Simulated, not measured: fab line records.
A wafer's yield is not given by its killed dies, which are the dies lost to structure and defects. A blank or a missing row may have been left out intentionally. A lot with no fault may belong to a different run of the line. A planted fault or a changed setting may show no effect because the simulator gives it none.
fab line records	flow gf180mcu	part 1 of 2: steps 1 to 30 of 43
[record] lots = 5	wafers = 15	lastDay = 33
route steps=602 shown VT_IMPLANT@126 MVSD@136 NWELL@137 LVPWELL@138 MVPSD@139 DUAL_GATE@141 POLY_GATE@157
lots untouched by any fault: they come from a run of this same line in which no faults occurred
startH: start of the lot's first displayed wafer, in hours after the record's first day	waitH: time in hours since the lot's previous step	" repeats the value in the row above	L1.1+2: one row covering several wafers at once	- no value, or no start given	* or withheld: withheld	< > ~ a bound
route shown NAME@n: a module of which the file shows steps, and the number in the route of the first	usual: the fault-free wafers' mean and standard deviation	same: alike in all rows	chamber/n: place in a boat	sites: the reading at each site	_std_site: the standard deviation of these	_edge_site: inner sites' mean taken away from outer sites' mean	radiusMm: for every site, how far away it sits from the centre of the wafer	mask NAME#n: copy n	behind: the tool/chamber that last shaped the wafer	hold: why the lot went on hold/how many hours it stayed there/how the hold came to an end	device: the n, p or np transistor that did not switch	end of line: tests run on the same wafers once the route is complete	a step with no rows: only its recipe	killed: count of dies lost to structure and defects at first sort (not the wafer's yield)	map: a wafer's dies, x killed, . not, _ none there
set.NAME: the setting the step ran with; set.NAME@STEP: the setting that earlier step ran with	model.NAME: the simulator's own value behind a step, which no gauge read
lots at selected steps of the route; one table per step, one row per wafer
services: when a tool's chamber went out of use (startH, in hours from the record's first day, below 0 if earlier), for how many hours, and the reason
[[steps]]
[step GF_VT_IMPLANT_SOFTBAKE_36]
[recipe] tempC = 90	timeS = 60	resist = NOVOLAK
[same] timeS = 60
lot.wafer	tool	chamber	startH	waitH
L074.3+5+6	lithoTrack-02	0	152.48	0.1
L081.2+3+6	lithoTrack-03	0	198.53	0.1
L083.1+3+6	lithoTrack-01	0	205.94	0.1
L087.1+3+4	lithoTrack-02	0	235.93	0.1
L091.2+5+6	lithoTrack-01	0	263.87	0.1
[step GF_VT_IMPLANT_EXPOSE_37]
[recipe] maskId = Nwell_HV_AREA	targetCdNm = 860	na = 0.6	sourceShape = conventional	sigmaOuter = 0.6	doseMj = 140
lot.wafer	tool	chamber	startH	waitH	mask
L074.3+5+6	ilineStepper-02	0	-	-	Nwell_HV_AREA#0
L081.2+3+6	ilineStepper-01	0	-	-	Nwell_HV_AREA#0
L083.1+3+6	ilineStepper-01	0	-	-	Nwell_HV_AREA#0
L087.1+3+4	ilineStepper-02	0	-	-	Nwell_HV_AREA#0
L091.2+5+6	ilineStepper-02	0	-	-	Nwell_HV_AREA#0
[step GF_VT_IMPLANT_PEB_38]
[recipe] tempC = withheld	timeS = *	resist = NOVOLAK
[same] timeS = *
lot.wafer	tool	chamber	startH	waitH
L074.3+5+6	lithoTrack-02	0	-	-
L081.2+3+6	lithoTrack-01	0	-	-
L083.1+3+6	lithoTrack-02	0	-	-
L087.1+3+4	lithoTrack-01	0	-	-
L091.2+5+6	lithoTrack-03	0	-	-
[step GF_VT_IMPLANT_DEVELOP_39]
[recipe] developTimeS = 60	devTempC = 23
[same] developTimeS = 60
lot.wafer	tool	chamber	startH	waitH
L074.3+5+6	lithoTrack-02	0	160.18	0.1
L081.2+3+6	lithoTrack-01	0	206.92	0.1
L083.1+3+6	lithoTrack-02	0	214.28	0.1
L087.1+3+4	lithoTrack-01	0	245.29	0.1
L091.2+5+6	lithoTrack-03	0	273.13	0.1
[step GF_VT_IMPLANT_OVL_MEAS_40]
[usual] VT_IMPLANT_03_OVL = -1.6/1.5
lot.wafer	tool	chamber	startH	waitH	VT_IMPLANT_03_OVL[nm]
L074.3	overlay-01	-	160.29	0.1	1.7
L074.5	"	-	"	"	0.0
L074.6	"	-	"	"	-1.2
L081.2	overlay-02	-	207.05	0.1	-0.9
L081.3	"	-	"	"	-1.4
L081.6	"	-	"	"	-0.6
L083.1	overlay-01	-	214.43	0.1	-1.0
L083.3	"	-	"	"	-1.2
L083.6	"	-	"	"	-2.1
L087.1	overlay-02	-	245.44	0.1	-1.2
L087.3	"	-	"	"	0.2
L087.4	"	-	"	"	-3.7
L091.2	overlay-01	-	273.26	0.1	0.3
L091.5	"	-	"	"	1.2
L091.6	"	-	"	"	-0.1
[step GF_VT_IMPLANT_IMPLANT_41]
[recipe] species = As	energyKev = 70	doseCm2 = 1.013e+12	tiltDeg = 7
lot.wafer	tool	chamber	startH	waitH
L074.3+5+6	implanter-02	0	160.36	0.1
L081.2+3+6	implanter-02	0	207.10	0.0
L083.1+3+6	implanter-02	0	214.46	0.0
L087.1+3+4	implanter-01	0	245.48	0.0
L091.2+5+6	implanter-02	0	273.32	0.0
[step GF_VT_IMPLANT_STRIP_42]
[recipe] chemistry = O2/N2	powerW = 1400	pressureMtorr = 1500	platenTempC = 250	o2FlowSccm = 3000	n2FlowSccm = 300	overashFraction = 0.5
[usual] chamberPressureMTorr = 1500.1/1.4	drypumpMotorCurrentA = 5.6/0.52	heaterPowerW = 318/19	oesProductAu = 0.716/0.0048	stripTimeToEndpointS = 12.64/0.034
[same] overashFraction = 0.5
lot.wafer	tool	chamber	startH	waitH	chamberPressureMTorr	drypumpMotorCurrentA	heaterPowerW	oesProductAu	rfHoursCounterH	stripTimeToEndpointS
L074.3	plasmaAsher-02	0	160.50	0.1	1501.6	6.5	290	0.718	-	12.70
L074.5	"	0	"	"	1499.7	6.5	297	0.725	-	12.65
L074.6	"	1	"	"	1499.0	5.4	321	0.714	-	12.67
L081.2	plasmaAsher-04	1	207.23	0.1	1500.2	5.6	335	0.721	9	12.63
L081.3	"	1	"	"	1500.8	5.6	336	0.708	-	12.65
L081.6	"	0	"	"	1501.6	5.1	304	0.705	-	12.65
L083.1	plasmaAsher-04	1	214.61	0.1	1498.6	5.6	336	0.714	10	12.61
L083.3	"	0	"	"	1500.4	5.2	297	0.727	-	12.62
L083.6	"	0	"	"	1501.7	5.1	296	0.713	-	12.64
L087.1	plasmaAsher-04	1	245.63	0.1	1502.0	5.6	330	0.715	12	12.67
L087.3	"	0	"	"	1500.2	5.1	307	0.715	-	12.63
L087.4	"	1	"	"	1501.9	5.6	332	0.710	-	12.66
L091.2	plasmaAsher-04	1	273.44	0.1	1501.6	5.6	331	0.708	15	12.62
L091.5	"	1	"	"	1500.4	5.6	324	0.716	-	12.65
L091.6	"	0	"	"	1498.9	5.1	290	0.718	-	12.60
[step GF_VT_IMPLANT_TW_MEAS_43]
[usual] VT_IMPLANT_4_TW = 683.5/2.9
lot.wafer	tool	chamber	startH	waitH	VT_IMPLANT_4_TW
L074.3	filmMetro-04	-	160.58	0.1	685.3
L074.5	"	-	"	"	681.1
L074.6	"	-	"	"	684.7
L081.2	filmMetro-02	-	207.34	0.1	694.6
L081.3	"	-	"	"	686.1
L081.6	"	-	"	"	687.1
L083.1	filmMetro-04	-	214.71	0.1	682.8
L083.3	"	-	"	"	684.3
L083.6	"	-	"	"	684.0
L087.1	filmMetro-03	-	245.73	0.1	683.3
L087.3	"	-	"	"	681.5
L087.4	"	-	"	"	682.1
L091.2	filmMetro-03	-	273.55	0.1	684.2
L091.5	"	-	"	"	682.2
L091.6	"	-	"	"	682.0
[step GF_VT_IMPLANT_CLEAN_44]
[recipe] chemistry = SC1/SC2	mix = 1:4:20	tempC = 70	timeS = 150	dry = n2Spin
[same] timeS = 150
lot.wafer	tool	chamber	startH	waitH
L074.3+5+6	wetBench-02	0	160.62	0.0
L081.2+3+6	wetBench-02	1	207.39	0.0
L083.1+3+6	wetBench-04	2	214.77	0.1
L087.1+3+4	wetBench-02	0	245.79	0.1
L091.2+5+6	wetBench-01	3	273.60	0.0
[step GF_VT_IMPLANT_RTA_45]
[recipe] tempC = 1050	timeS = 30	ambient = N2
[usual] annealTempCMax = 1055.6/1	lampPowerPct = 38.1/1	wafer_temp_C_max = 1056.0/2.5
[same] timeS = 30
lot.wafer	tool	chamber	startH	waitH	annealTempCMax	lampPowerPct	wafer_temp_C_max
L074.3	rtpAnneal-02	0	160.71	0.0	1056.3	39.1	1053.7
L074.5	"	0	"	"	1055.7	39.3	1053.4
L074.6	"	0	"	"	1055.1	39.2	1053.3
L081.2	rtpAnneal-02	0	207.46	0.0	1056.7	39.2	1053.2
L081.3	"	0	"	"	1054.4	39.2	1053.3
L081.6	"	0	"	"	1056.0	39.2	1053.6
L083.1	rtpAnneal-02	0	214.82	0.0	1056.8	39.2	1053.5
L083.3	"	0	"	"	1054.1	39.2	1053.8
L083.6	"	0	"	"	1057.5	39.2	1054.5
L087.1	rtpAnneal-01	0	245.84	0.0	1055.2	37.2	1056.9
L087.3	"	0	"	"	1056.4	37.1	1058.0
L087.4	"	0	"	"	1056.2	37.1	1058.9
L091.2	rtpAnneal-02	0	273.67	0.0	1056.7	39.2	1053.0
L091.5	"	0	"	"	1055.3	39.1	1054.0
L091.6	"	0	"	"	1055.4	39.2	1053.2
[step GF_VT_IMPLANT_RS_MEAS_46]
[recipe] thkMeasGauge = four-point-probe
[usual] MVSD_RS = 455.8/1.2
lot.wafer	tool	chamber	startH	waitH	MVSD_RS[ohm/sq]
L074.3	filmMetro-02	-	160.82	0.1	457.0
L074.5	"	-	"	"	456.6
L074.6	"	-	"	"	455.7
L081.2	filmMetro-04	-	207.57	0.1	455.7
L081.3	"	-	"	"	457.4
L081.6	"	-	"	"	457.1
L083.1	filmMetro-01	-	214.92	0.1	454.5
L083.3	"	-	"	"	455.3
L083.6	"	-	"	"	453.4
L087.1	filmMetro-02	-	245.96	0.1	456.6
L087.3	"	-	"	"	455.5
L087.4	"	-	"	"	457.6
L091.2	filmMetro-02	-	273.77	0.1	458.1
L091.5	"	-	"	"	455.8
L091.6	"	-	"	"	456.6
[step GF_VT_IMPLANT_RS_MEAS_47]
[recipe] thkMeasGauge = four-point-probe
[usual] NWELL_RS = 487.1/1.5
lot.wafer	tool	chamber	startH	waitH	NWELL_RS[ohm/sq]
L074.3	filmMetro-02	-	160.94	0.1	486.7
L074.5	"	-	"	"	487.7
L074.6	"	-	"	"	487.8
L081.2	filmMetro-04	-	207.69	0.1	489.0
L081.3	"	-	"	"	487.4
L081.6	"	-	"	"	489.0
L083.1	filmMetro-01	-	215.04	0.1	486.0
L083.3	"	-	"	"	486.9
L083.6	"	-	"	"	486.8
L087.1	filmMetro-02	-	246.08	0.1	490.4
L087.3	"	-	"	"	489.3
L087.4	"	-	"	"	491.7
L091.2	filmMetro-02	-	273.89	0.1	485.6
L091.5	"	-	"	"	486.7
L091.6	"	-	"	"	487.4
[step GF_VT_IMPLANT_RS_MEAS_48]
[recipe] thkMeasGauge = four-point-probe
[usual] LVPWELL_RS = 1195.8/3
lot.wafer	tool	chamber	startH	waitH	LVPWELL_RS[ohm/sq]
L074.3	filmMetro-02	-	161.06	0.1	1198.5
L074.5	"	-	"	"	1194.4
L074.6	"	-	"	"	1195.2
L081.2	filmMetro-04	-	207.81	0.1	1196.2
L081.3	"	-	"	"	1200.5
L081.6	"	-	"	"	1200.8
L083.1	filmMetro-01	-	215.16	0.1	1192.6
L083.3	"	-	"	"	1193.8
L083.6	"	-	"	"	1193.7
L087.1	filmMetro-02	-	246.20	0.1	1198.0
L087.3	"	-	"	"	1200.6
L087.4	"	-	"	"	1194.0
L091.2	filmMetro-02	-	274.01	0.1	1199.5
L091.5	"	-	"	"	1201.0
L091.6	"	-	"	"	1201.6
[step GF_VT_IMPLANT_RS_MEAS_49]
[recipe] thkMeasGauge = four-point-probe
[usual] MVPSD_RS = 1166.6/2.9
lot.wafer	tool	chamber	startH	waitH	MVPSD_RS[ohm/sq]
L074.3	filmMetro-02	-	161.18	0.1	1165.6
L074.5	"	-	"	"	1166.1
L074.6	"	-	"	"	1163.0
L081.2	filmMetro-04	-	207.93	0.1	1166.0
L081.3	"	-	"	"	1166.8
L081.6	"	-	"	"	1161.9
L083.1	filmMetro-01	-	215.28	0.1	1167.3
L083.3	"	-	"	"	1167.7
L083.6	"	-	"	"	1168.2
L087.1	filmMetro-02	-	246.32	0.1	1171.8
L087.3	"	-	"	"	1174.3
L087.4	"	-	"	"	1170.1
L091.2	filmMetro-02	-	274.13	0.1	1171.8
L091.5	"	-	"	"	1171.0
L091.6	"	-	"	"	1166.7
[step GF_VT_IMPLANT_WET_ETCH_50]
[recipe] chemistry = dHF	targetDepthNm = 20	target = SiO2	tempC = 25	dilution = 100:1	timeS = 400
[same] timeS = 400
lot.wafer	tool	chamber	startH	waitH
L074.3+5+6	wetBench-01	2	161.26	0.1
L081.2+3+6	wetBench-02	1	208.09	0.1
L083.1+3+6	wetBench-04	2	215.40	0.1
L087.1+3+4	wetBench-01	1	246.44	0.1
L091.2+5+6	wetBench-04	0	274.23	0.1
[step GF_DUAL_GATE_CLEAN_00]
[recipe] chemistry = SC1/SC2	mix = 1:4:20	tempC = 70	timeS = 150
[same] timeS = 150
lot.wafer	tool	chamber	startH	waitH
L074.3+5+6	wetBench-02	0	161.38	0.0
L081.2+3+6	wetBench-02	3	208.30	0.1
L083.1+3+6	wetBench-04	1	215.52	0.0
L087.1+3+4	wetBench-02	1	246.56	0.0
L091.2+5+6	wetBench-02	1	274.47	0.0
[step GF_DUAL_GATE_CLEAN_01]
[recipe] chemistry = dHF	timeS = 20	dilution = 100:1	dry = ipaMarangoni
[same] timeS = 20
lot.wafer	tool	chamber	startH	waitH
L074.3+5+6	wetBench-01	0	161.43	0.0
L081.2+3+6	wetBench-04	2	208.35	0.0
L083.1+3+6	wetBench-04	3	215.57	0.0
L087.1+3+4	wetBench-01	2	246.61	0.0
L091.2+5+6	wetBench-01	2	274.53	0.0
[step GF_DUAL_GATE_OXIDATION_02]
[recipe] tempC = 900	ambient = O2	stabiliseS = 600	purgeS = 300	targetThkA = 108.87	oxTimeS = 1561
[usual] spikeTcBottomC = 917.3/1.8	tube_center_temp_C_max = 902.3/0.37
[same] oxTimeS = 1561
lot.wafer	tool	chamber	startH	waitH	spikeTcBottomC	tube_center_temp_C_max
L074.3	furnace-01	0	163.01	1.6	918.4	902.1
L074.5	"	0	"	"	920.6	901.7
L074.6	"	0	"	"	918.3	902.7
L081.2	furnace-02	0	208.37	0.0	914.7	902.4
L081.3	"	0	"	"	914.9	902.5
L081.6	"	0	"	"	916.4	902.5
L083.1	furnace-02	0	215.60	0.0	915.2	902.2
L083.3	"	0	"	"	915.5	902.4
L083.6	"	0	"	"	916.7	903.0
L087.1	furnace-01	0	246.62	0.0	917.1	901.9
L087.3	"	0	"	"	919.4	902.7
L087.4	"	0	"	"	917.2	902.0
L091.2	furnace-02	0	274.54	0.0	914.8	902.0
L091.5	"	0	"	"	914.4	902.1
L091.6	"	0	"	"	916.5	902.0
[step GF_DUAL_GATE_THK_MEAS_03]
[recipe] reads = SiO2_of_DUAL_GATE_OXIDATION_02
[usual] DUAL_GATE_OXIDATION_00_THK = 10.77/0.2
lot.wafer	tool	chamber	startH	waitH	DUAL_GATE_OXIDATION_00_THK[nm]
L074.3	filmMetro-01	-	164.47	0.0	10.49
L074.5	"	-	"	"	10.52
L074.6	"	-	"	"	10.51
L081.2	filmMetro-04	-	209.82	0.0	10.46
L081.3	"	-	"	"	10.24
L081.6	"	-	"	"	10.19
L083.1	filmMetro-03	-	217.05	0.0	10.82
L083.3	"	-	"	"	10.78
L083.6	"	-	"	"	10.84
L087.1	filmMetro-03	-	248.06	0.0	10.82
L087.3	"	-	"	"	10.60
L087.4	"	-	"	"	10.72
L091.2	filmMetro-03	-	276.00	0.0	10.95
L091.5	"	-	"	"	10.88
L091.6	"	-	"	"	11.06
[step GF_DUAL_GATE_DEHYDRATE_04]
[recipe] tempC = 200	timeS = 60
[same] timeS = 60
lot.wafer	tool	chamber	startH	waitH
L074.3+5+6	lithoTrack-02	0	171.78	7.3
L081.2+3+6	lithoTrack-02	0	218.45	8.6
L083.1+3+6	lithoTrack-02	0	225.43	8.4
L087.1+3+4	lithoTrack-04	0	256.96	8.9
L091.2+5+6	lithoTrack-04	0	284.88	8.9
[step GF_DUAL_GATE_HMDS_05]
[recipe] primeTimeS = 60	primeTempC = 120
[usual] primeTempC = 120.00/0.12
lot.wafer	tool	chamber	startH	waitH	primeTempC
L074.3	lithoTrack-02	0	171.93	0.1	119.99
L074.5	"	0	"	"	120.07
L074.6	"	0	"	"	120.13
L081.2	lithoTrack-02	0	218.60	0.1	119.91
L081.3	"	0	"	"	119.84
L081.6	"	0	"	"	119.88
L083.1	lithoTrack-02	0	225.58	0.1	119.78
L083.3	"	0	"	"	120.00
L083.6	"	0	"	"	120.06
L087.1	lithoTrack-04	0	257.11	0.1	119.60
L087.3	"	0	"	"	119.85
L087.4	"	0	"	"	119.96
L091.2	lithoTrack-04	0	285.03	0.1	120.00
L091.5	"	0	"	"	120.06
L091.6	"	0	"	"	120.05
[step GF_DUAL_GATE_COAT_06]
[recipe] resist = NOVOLAK	spinRpm = 3000	resistThkNm = 1000
lot.wafer	tool	chamber	startH	waitH
L074.3+5+6	lithoTrack-02	0	172.08	0.1
L081.2+3+6	lithoTrack-02	0	218.75	0.1
L083.1+3+6	lithoTrack-02	0	225.73	0.1
L087.1+3+4	lithoTrack-04	0	257.26	0.1
L091.2+5+6	lithoTrack-04	0	285.18	0.1
[step GF_DUAL_GATE_SOFTBAKE_07]
[recipe] tempC = 90	timeS = 60	resist = NOVOLAK
[same] timeS = 60
lot.wafer	tool	chamber	startH	waitH
L074.3+5+6	lithoTrack-02	0	172.23	0.1
L081.2+3+6	lithoTrack-02	0	218.90	0.1
L083.1+3+6	lithoTrack-02	0	225.88	0.1
L087.1+3+4	lithoTrack-04	0	257.41	0.1
L091.2+5+6	lithoTrack-04	0	285.33	0.1
[step GF_DUAL_GATE_EXPOSE_08]
[recipe] maskId = Dualgate	targetCdNm = 700	na = 0.6	sourceShape = conventional	sigmaOuter = 0.6	doseMj = 140
lot.wafer	tool	chamber	startH	waitH	mask
L074.3+5+6	ilineStepper-01	0	-	-	Dualgate#0
L081.2+3+6	ilineStepper-01	0	-	-	Dualgate#0
L083.1+3+6	ilineStepper-01	0	-	-	Dualgate#0
L087.1+3+4	ilineStepper-01	0	-	-	Dualgate#0
L091.2+5+6	ilineStepper-02	0	-	-	Dualgate#0
[step GF_DUAL_GATE_PEB_09]
[recipe] tempC = withheld	timeS = *	resist = NOVOLAK
[same] timeS = *
lot.wafer	tool	chamber	startH	waitH
L074.3+5+6	lithoTrack-04	0	-	-
L081.2+3+6	lithoTrack-04	0	-	-
L083.1+3+6	lithoTrack-01	0	-	-
L087.1+3+4	lithoTrack-04	0	-	-
L091.2+5+6	lithoTrack-01	0	-	-
[step GF_DUAL_GATE_DEVELOP_10]
[recipe] developTimeS = 60	devTempC = 23
[same] developTimeS = 60
lot.wafer	tool	chamber	startH	waitH
L074.3+5+6	lithoTrack-04	0	180.36	0.1
L081.2+3+6	lithoTrack-04	0	227.58	0.1
L083.1+3+6	lithoTrack-01	0	234.59	0.1
L087.1+3+4	lithoTrack-04	0	267.26	0.1
L091.2+5+6	lithoTrack-01	0	295.42	0.1
[step GF_DUAL_GATE_OVL_MEAS_11]
[usual] DUAL_GATE_OVL = -0.6/1.6
lot.wafer	tool	chamber	startH	waitH	DUAL_GATE_OVL[nm]
L074.3	overlay-01	-	180.47	0.1	0.0
L074.5	"	-	"	"	0.5
L074.6	"	-	"	"	-0.6
L081.2	overlay-01	-	227.71	0.1	-1.4
L081.3	"	-	"	"	-0.4
L081.6	"	-	"	"	-2.4
L083.1	overlay-02	-	234.74	0.1	-3.7
L083.3	"	-	"	"	-2.2
L083.6	"	-	"	"	-1.3
L087.1	overlay-01	-	267.41	0.1	-1.5
L087.3	"	-	"	"	-0.8
L087.4	"	-	"	"	-2.5
L091.2	overlay-02	-	295.55	0.1	1.9
L091.5	"	-	"	"	-0.8
L091.6	"	-	"	"	0.4
[step GF_DUAL_GATE_WET_ETCH_12]
[recipe] chemistry = dHF	targetDepthNm = 13	dry = n2Spin	target = SiO2	tempC = 25	dilution = 100:1	timeS = 260
[same] timeS = 260
lot.wafer	tool	chamber	startH	waitH
L074.3+5+6	wetBench-02	1	180.50	0.0
L081.2+3+6	wetBench-04	1	227.74	0.0
L083.1+3+6	wetBench-02	0	234.78	0.0
L087.1+3+4	wetBench-01	0	267.44	0.0
L091.2+5+6	wetBench-04	0	295.58	0.0
[step GF_DUAL_GATE_STRIP_13]
[recipe] chemistry = O2/N2	powerW = 1400	pressureMtorr = 1500	platenTempC = 250	o2FlowSccm = 3000	n2FlowSccm = 300	overashFraction = 0.5
[usual] chamberPressureMTorr = 1500.1/1.4	drypumpMotorCurrentA = 5.8/0.54	heaterPowerW = 314/24	oesProductAu = 0.716/0.0044	stripTimeToEndpointS = 12.65/0.032
[same] overashFraction = 0.5
lot.wafer	tool	chamber	startH	waitH	chamberPressureMTorr	drypumpMotorCurrentA	heaterPowerW	oesProductAu	rfHoursCounterH	stripTimeToEndpointS
L074.3	plasmaAsher-02	0	180.61	0.0	1501.4	6.5	289	0.716	-	12.65
L074.5	"	1	"	"	1500.3	5.4	315	0.720	-	12.67
L074.6	"	0	"	"	1500.4	6.6	295	0.717	-	12.65
L081.2	plasmaAsher-03	0	227.83	0.0	1500.3	4.9	334	0.718	42	12.69
L081.3	"	0	"	"	1500.4	4.9	330	0.711	-	12.66
L081.6	"	0	"	"	1499.7	4.9	336	0.720	-	12.62
L083.1	plasmaAsher-01	0	234.86	0.0	1501.4	6.2	279	0.713	61	12.69
L083.3	"	1	"	"	1498.7	5.8	298	0.716	-	12.64
L083.6	"	1	"	"	1499.3	5.8	302	0.707	-	12.63
L087.1	plasmaAsher-03	1	267.52	0.0	1500.9	6.0	351	0.709	47	12.67
L087.3	"	1	"	"	1501.5	6.0	346	0.721	-	12.69
L087.4	"	0	"	"	1501.7	4.9	330	0.718	-	12.67
L091.2	plasmaAsher-03	1	295.66	0.0	1500.3	6.0	351	0.711	50	12.72
L091.5	"	0	"	"	1501.7	4.8	331	0.722	-	12.67
L091.6	"	1	"	"	1498.6	6.1	346	0.713	-	12.69
[step GF_DUAL_GATE_CLEAN_14]
[recipe] chemistry = SC1/SC2	mix = 1:4:20	tempC = 70	timeS = 150	dry = n2Spin
[same] timeS = 150
lot.wafer	tool	chamber	startH	waitH
L074.3+5+6	wetBench-04	3	180.68	0.0
L081.2+3+6	wetBench-02	1	227.93	0.1
L083.1+3+6	wetBench-02	0	234.96	0.1
L087.1+3+4	wetBench-04	3	267.62	0.1
L091.2+5+6	wetBench-01	2	295.76	0.1
